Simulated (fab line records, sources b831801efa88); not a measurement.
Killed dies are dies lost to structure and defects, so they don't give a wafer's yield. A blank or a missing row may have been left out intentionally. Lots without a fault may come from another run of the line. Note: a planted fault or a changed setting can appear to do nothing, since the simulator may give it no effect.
Struck lot and sound lot, side by side || flow sky130 || 15 steps out of a route of 708
Sound: the wafers L605.1, L605.2, L605.6. Wafers struck: L612.1, L612.3, L612.5. The cause comes at the end.
At each step with rows: each side's tool, then ch and its chambers, then its first start. Under that, the readings that differ: sound wafers || struck wafers || difference of the means || sigmas: that difference in standard deviations of wafers without a fault.
alike: a reading whose means differ by less than 2 such deviations, as well as words and numbers matching on both sides. not compared: withheld readings; readings where some wafer has no value; bounds like >300 that might hide an equal value; numbers whose values overlap and for which the record gives no deviation.
The two part at a step that has a row with sigmas, a row that says differs or no value, or rows on one side only. Non-overlapping numbers with no deviation appear without sigmas and do not part them. A reading missing from all wafers of one side parts the sides only when that side holds two or more wafers.

first, 1 step without rows for these wafers: SKY_SONOS_ONO_WET_ETCH_16 (etches SiO2 in dHF, target depth 14 nm, time 280 s).
SKY_SONOS_ONO_STRIP_17: strips in O2/N2.
  sound on plasma asher-03 ch 0,1, day 15 03:59; struck on plasma asher-03 ch 0,1, day 17 15:37
  alike: drypump motor current A, oes product au, strip time to endpoint s
  not compared: rf hours counter h
then, 3 steps without rows for these wafers: SKY_SONOS_ONO_WET_ETCH_18 (etches Si3N4 in H3PO4, target depth 15 nm, time 172 s); SKY_GATE_OXIDE_CLEAN_00 (cleans in SC1/SC2, time 150 s); SKY_GATE_OXIDE_OXIDATION_01 (stabilise 600 s, purge 300 s, target thk 10.268 nm).
SKY_GATE_OXIDE_THK_MEAS_02:
  sound on film metro-01 at day 15 06:46; struck on film metro-03 at day 17 18:14
  alike: GATE_OXIDE_OXIDATION_00_THK
then, 6 steps without rows for these wafers: SKY_GATE_OXIDE_DEHYDRATE_03 (time 60 s); SKY_GATE_OXIDE_HMDS_04 (prime time 60 s); SKY_GATE_OXIDE_COAT_05 (resist thk 1140 nm); SKY_GATE_OXIDE_SOFTBAKE_06 (time 60 s); SKY_GATE_OXIDE_EXPOSE_07 (exposes mask LVOM, target cd 600 nm); SKY_GATE_OXIDE_PEB_08.
SKY_GATE_OXIDE_DEVELOP_09: develop time 60 s.
  sound on litho track-04 ch 0, day 16 10:29; struck on litho track-04 ch 0, day 18 23:23
{"reading": "developer temp C (C)", "sound": "23.03 23.13 23.03", "struck": "22.00 21.99 21.88", "difference": -1.11, "sigmas": -11}
SKY_GATE_OXIDE_OVL_MEAS_10:
  sound on overlay-02 at day 16 10:38; struck on overlay-02 at day 18 23:32
  alike: GATE_OXIDE_OVL
SKY_PAD_OPEN_PROBE_99:
  the record has rows for the sound wafers here (prober-02, day 47 16:54) and none for the struck ones

WHERE THEY PART
Last at SKY_PAD_OPEN_PROBE_99 as far as this record goes, first at SKY_GATE_OXIDE_DEVELOP_09.

WHY: the cause the simulator had injected
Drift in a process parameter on litho track-04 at SKY_GATE_OXIDE_DEVELOP_09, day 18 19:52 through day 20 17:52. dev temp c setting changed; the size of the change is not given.
